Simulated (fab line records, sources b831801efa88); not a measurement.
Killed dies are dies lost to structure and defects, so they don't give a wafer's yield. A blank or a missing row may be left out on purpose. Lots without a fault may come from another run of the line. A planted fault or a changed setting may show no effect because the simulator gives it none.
Problem report in the 8D (eight disciplines) form, filled by code | flow sky130 | the parts of the form that need people (team, actions taken, sign-off) are left out

1. THE PROBLEM
CONTACT_CVD_00_THK at SKY_CONTACT_THK_MEAS_01 reads a mean of 61.2 nm on 3 wafers of 3 lots; wafers without a fault read 74.8 nm with a standard deviation of 1.1. That is -12 standard deviations from the usual mean.
First seen on wafer L151.6, day 36 13:56, on film_metro-01. The record holds 33 wafers of 12 lots with a number at this step. Rule for "out", or "out of limits": more than 4 standard deviations from the usual mean. The other wafers with a number count as sound.

2. WHAT IT IS AND WHAT IT IS NOT
question                    | is                           | is not
which readings at this step | CONTACT_CVD_00_THK           | -
which lots                  | L151, L152, L155             | L133, L134, L135, L137, L138, L141, L142, L145, L156
which wafers of those lots  | L151.6, L152.6, L155.1       | L151.3, L152.5, L155.3
read on which gauges        | film_metro-01, film_metro-02 | film_metro-03
when                        | from day 36 13:56            | up to then (25 sound wafers); but 5 sound wafers of L152, L155, L156 came after

3. SUSPECTS, AND WHAT RULES EACH OUT
Counting: a tool at a process step up to the reading stays a suspect if it ran every lot that is out. Sound lots after the first of them don't rule it out here, since some wafers of a struck lot are sound.
- the gauge at SKY_CONTACT_THK_MEAS_01: ruled out. The wafers that are out were read on 2 gauges (film_metro-01, film_metro-02).
- pecvd-01 at SKY_CONTACT_CVD_00 (deposits Si3N4, target thk 75 nm): kept. It ran every lot that is out, first L151 (day 36 13:53); its last sound lot up to then is L145 (day 34 12:36).
- Within pecvd-01 at SKY_CONTACT_CVD_00: the wafers that are out ran in chamber 1; their sound lot-mates ran in chamber 2.
Left after counting: pecvd-01 at SKY_CONTACT_CVD_00.

4. THE CAUSE (what the simulator had put in)
Process parameter drift: pecvd-01, from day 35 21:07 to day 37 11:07, at SKY_CONTACT_CVD_00. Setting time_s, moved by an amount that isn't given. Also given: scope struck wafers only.
Counting left only this tool.

5. THE CHAIN OF EFFECTS, in route order
Each row: a reading whose mean over the struck wafers that have a number lies more than 3 standard deviations from the usual. Only readings for which the record gives a usual standard deviation are gone through. hours: the time from each lot's start at the first step in this table that gives one to its start at this step, as a median over the lots. sigmas: the change in usual standard deviations.
hours | step                    | reading            | usual      | on struck wafers | change | sigmas
0     | SKY_CONTACT_THK_MEAS_01 | CONTACT_CVD_00_THK | 74.8 nm    | 61.2             | -13.6  | -12
-     | SKY_CONTACT_ETCH_18     | oes_product_au     | 0.854 a.u. | 0.769            | -0.085 | -9.9
The process steps in it:
- SKY_CONTACT_ETCH_18: etches Si3N4 in CHF3/O2, stops on TiN, time 39 s, target depth 75 nm.

6. WHAT WOULD HAVE CAUGHT IT SOONER
In this record the first reading out of limits at a measuring or inspecting step was taken at day 36 13:56, 17 hours after the fault began at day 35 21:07.
Of the tool readings at SKY_CONTACT_CVD_00 for which the record gives a usual standard deviation, none was out on any struck wafer, so an alarm limit of 4 standard deviations on them would not have fired.
Of the lots that are out (3), L152, L155 began SKY_CONTACT_CVD_00 on pecvd-01 after day 36 13:56. A hold on the tool at that time would have spared those 2.
